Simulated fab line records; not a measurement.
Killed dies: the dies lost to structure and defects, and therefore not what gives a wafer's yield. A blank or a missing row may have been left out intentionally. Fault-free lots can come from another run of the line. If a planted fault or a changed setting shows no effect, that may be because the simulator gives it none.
One fault through the eyes of 2 desks / flow gf180mcu / what lay behind the numbers comes last; until then each desk has only its own

## FROM THE METROLOGY DESK
Means of the sampled wafers that have a number, per lot and without regard to the tool the lot ran on: this is what the gauges read. The brackets show how far a lot's mean lies from the usual mean; more than 4 standard deviations puts the lot out of limits, marked OUT.
Columns: A = cdNm at GF_M5_CD_MEAS_07, usual 279.9 nm; B = cdNm at GF_V5_CD_MEAS_14, usual 260.1 nm; C = V5_OVL at GF_V5_OVL_MEAS_15, usual 1 nm
lot=L251; first seen here=day 26 05:10; A=279.0; B=259.3; C=6
lot=L254; first seen here=day 27 03:56; A=278.6; B=262.4; C=-5
lot=L255; first seen here=day 27 14:37; A=280.2; B=261.1; C=5
lot=L257; first seen here=day 28 03:26; A=278.5; B=260.6; C=0
lot=L258; first seen here=day 28 11:38; A=280.0; B=259.2; C=-4
lot=L259; first seen here=day 28 23:40; A=280.3; B=258.1; C=-3
lot=L260; first seen here=day 29 06:58; A=279.8; B=260.5; C=4
lot=L261; first seen here=day 29 10:58; A=278.4; B=261.4; C=8
lot=L262; first seen here=day 29 19:20; A=279.7; B=260.8; C=5
lot=L266; first seen here=day 30 15:36; A=279.1; B=260.3; C=-10
lot=L267; first seen here=day 31 01:37; A=279.1; B=252.7 (-5.7) OUT; C=5
lot=L270; first seen here=day 31 19:02; A=278.2; B=252.8 (-5.6) OUT; C=-8
lot=L272; first seen here=day 32 07:04; A=280.9; B=259.2; C=-5
Finding of this desk: L267, L270 out of limits; the first was L267 at day 31 20:47, on cdNm at GF_V5_CD_MEAS_14. Within limits: L251, L254, L255, L257, L258, L259, L260, L261, L262, L266, L272.

## TOOL OWNER'S DESK, lithoTrack-02
At GF_V5_SOFTBAKE_10 (time 60 s), the tool's own readings, given per lot that ran on this tool as the mean of the sampled wafers with a number. The brackets show how far a lot's mean lies from the usual mean; more than 4 standard deviations puts the lot out of limits, marked OUT.
Columns: A = heaterPowerTotalW at GF_V5_SOFTBAKE_10, usual 93.05 W; B = plateTempC at GF_V5_SOFTBAKE_10, usual 129.98 C
lot=L254; first seen here=day 27 15:00; A=93.10; B=129.81
lot=L258; first seen here=day 28 22:00; A=93.03; B=130.15
lot=L261; first seen here=day 29 21:00; A=93.06; B=129.97
lot=L262; first seen here=day 30 06:00; A=93.02; B=129.90
lot=L267; first seen here=day 31 11:00; A=89.61 (-64) OUT; B=126.27 (-29) OUT
lot=L270; first seen here=day 32 05:00; A=89.59 (-64) OUT; B=126.23 (-29) OUT
Finding of this desk: L267, L270 out of limits; the first was L267 at day 31 11:00, on heaterPowerTotalW at GF_V5_SOFTBAKE_10. Within limits: L254, L258, L261, L262.

## PUT TOGETHER
An alarm could have come from the tool owner's desk at day 31 11:00, on L267, L270.
On L267, L270, the metrology desk was in a position to raise an alarm at day 31 20:47.
GF_V5_SOFTBAKE_10 was run on lithoTrack-02 by each of the lots named.

## WHAT WAS PUT IN BY THE SIMULATOR
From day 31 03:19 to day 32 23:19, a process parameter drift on lithoTrack-02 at GF_V5_SOFTBAKE_10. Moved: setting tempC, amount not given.
Lots struck among those shown: L267, L270.
Time in hours from fault onset to the first out-of-limits reading at each desk: tool owner's desk 8, metrology desk 17.
